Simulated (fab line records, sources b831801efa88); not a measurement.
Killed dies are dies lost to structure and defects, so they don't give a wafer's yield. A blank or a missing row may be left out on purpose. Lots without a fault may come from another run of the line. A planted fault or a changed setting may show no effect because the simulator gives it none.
One fault seen from 2 desks | flow gf180mcu | each desk has only its own numbers; what lay behind them comes last

THE METROLOGY DESK
What the gauges read, lot by lot, whatever tool the lot ran on: means of the sampled wafers that have a number. A lot is out of limits, marked OUT, if its mean lies more than 4 standard deviations from the usual mean; the brackets give that distance.
Columns: A = SAB_OVL at GF_SAB_OVL_MEAS_10, usual 0.0 nm; B = SALICIDE_TIN_RS at GF_SALICIDE_RS_MEAS_04, usual 16.4 ohm/sq; C = SALICIDE_TIN_THK at GF_SALICIDE_THK_MEAS_05, usual 20.19 nm
lot  | first seen here | A    | B    | C
L208 | day 16 13:47    | -0.4 | 16.1 | 20.10
L212 | day 18 01:29    | 2.0  | 16.3 | 19.90
L216 | day 19 13:25    | -0.7 | 16.8 | 19.97
L217 | day 19 20:10    | 1.9  | 16.4 | 20.09
L225 | day 22 11:41    | 2.0  | 16.0 | 20.21
L226 | day 23 00:37    | -1.5 | 16.6 | 20.11
This desk's finding: nothing out of limits on any of the 6 lots.

THE TOOL OWNER'S DESK: rtp_anneal-01
The tool's own readings at GF_SALICIDE_RTA_08 (time 30 s): means of the sampled wafers that have a number, for each lot that ran on this tool. A lot is out of limits, marked OUT, if its mean lies more than 4 standard deviations from the usual mean; the brackets give that distance.
Columns: A = chamber_o2_ppm at GF_SALICIDE_RTA_08, usual 2.002; B = lamp_power_pct at GF_SALICIDE_RTA_08, usual 16.3 %; C = wafer_temp_C_max at GF_SALICIDE_RTA_08, usual 804.3
lot  | first seen here | A                          | B    | C
L208 | day 16 14:35    | 2.004                      | 16.8 | 802.2
L212 | day 18 02:19    | 2.001                      | 16.8 | 801.7
L216 | day 19 14:15    | 1502.000 (+99 or more) OUT | 16.8 | 802.3
L217 | day 19 20:59    | 1502.000 (+99 or more) OUT | 16.8 | 801.9
This desk's finding: out of limits on L216, L217; first on L216, day 19 14:15 (chamber_o2_ppm at GF_SALICIDE_RTA_08). In limits: L208, L212.

PUT TOGETHER
The tool owner's desk could have raised an alarm at day 19 14:15, on L216, L217.
The metrology desk saw nothing out of limits.
The metrology desk has L216, L217 on record, within its limits.
Of the lots named, all ran GF_SALICIDE_RTA_08 on rtp_anneal-01.

WHAT THE SIMULATOR HAD PUT IN
Process parameter drift: rtp_anneal-01, from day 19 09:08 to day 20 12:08, at GF_SALICIDE_RTA_08. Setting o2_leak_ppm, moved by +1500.
Lots struck among those shown: L216, L217.
Hours from the fault's start to each desk's first reading out of limits: the tool owner's desk, 5.
